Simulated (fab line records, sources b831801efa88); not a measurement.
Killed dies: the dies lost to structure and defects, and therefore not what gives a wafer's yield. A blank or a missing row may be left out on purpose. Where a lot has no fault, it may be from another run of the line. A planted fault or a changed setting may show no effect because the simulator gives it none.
What tool caused it? | flow sky130 | Sampling: 6 lots, 18 wafers, 2 of 708 route steps

## WHAT THE GAUGES SHOWED, per wafer
SKY_VIA4_THK_MEAS_01.
lot  | measured     | on            | VIA4_HDPCVD_THK (nm)
L918 | day 42 06:16 | film-metro-03 | 1744 1733 1742
L920 | day 43 00:35 | film-metro-01 | 1737 1734 1747
L922 | day 43 03:41 | film-metro-02 | 1773 1762 1765
L926 | day 44 05:43 | film-metro-01 | 1747 1714 1749
L932 | day 45 17:27 | film-metro-02 | 1766 1769 1805
L937 | day 47 06:29 | film-metro-01 | 1755 1751 1748

## WHAT TOOL EACH LOT RAN ON (gives the tool, then ch and the chambers of the sampled wafers, and finally the start)
lot  | SKY_LOCAL_INTERCONNECT_METAL_ETCH_14
L918 | rie-metal-04 ch 0,1, day 30 23:29
L920 | rie-metal-01 ch 0,1, day 31 18:23
L922 | rie-metal-02 ch 0,1, day 31 22:52
L926 | rie-metal-01 ch 0,1, day 33 04:26
L932 | rie-metal-01 ch 0,1, day 35 03:02
L937 | rie-metal-02 ch 0,1, day 36 20:53
- SKY_LOCAL_INTERCONNECT_METAL_ETCH_14: etches TiN in Cl2/BCl3, stops on PSG, target depth 110 nm, time 31.4 s.

## THE ANSWER, worked out from the rows above alone
Rule: usual is defined by the lots themselves. The widest of any qualifying gaps counts: lots, ordered by their means at a reading, are off when they make up no more than a third of the lots, leave a main group of 4 or more, and stand apart from it by 3 or more times the standard deviation of that group's means. A main group whose means are all the same, to the digits that the tables above print for the reading, isn't used. A lot without any number at a reading at which 4 lots or more have one is off too. All remaining lots with rows at the step are treated as sound.
Across all readings shown, no lot is off: no conclusion can be drawn from this.

## WHAT THE SIMULATOR HAD PUT IN
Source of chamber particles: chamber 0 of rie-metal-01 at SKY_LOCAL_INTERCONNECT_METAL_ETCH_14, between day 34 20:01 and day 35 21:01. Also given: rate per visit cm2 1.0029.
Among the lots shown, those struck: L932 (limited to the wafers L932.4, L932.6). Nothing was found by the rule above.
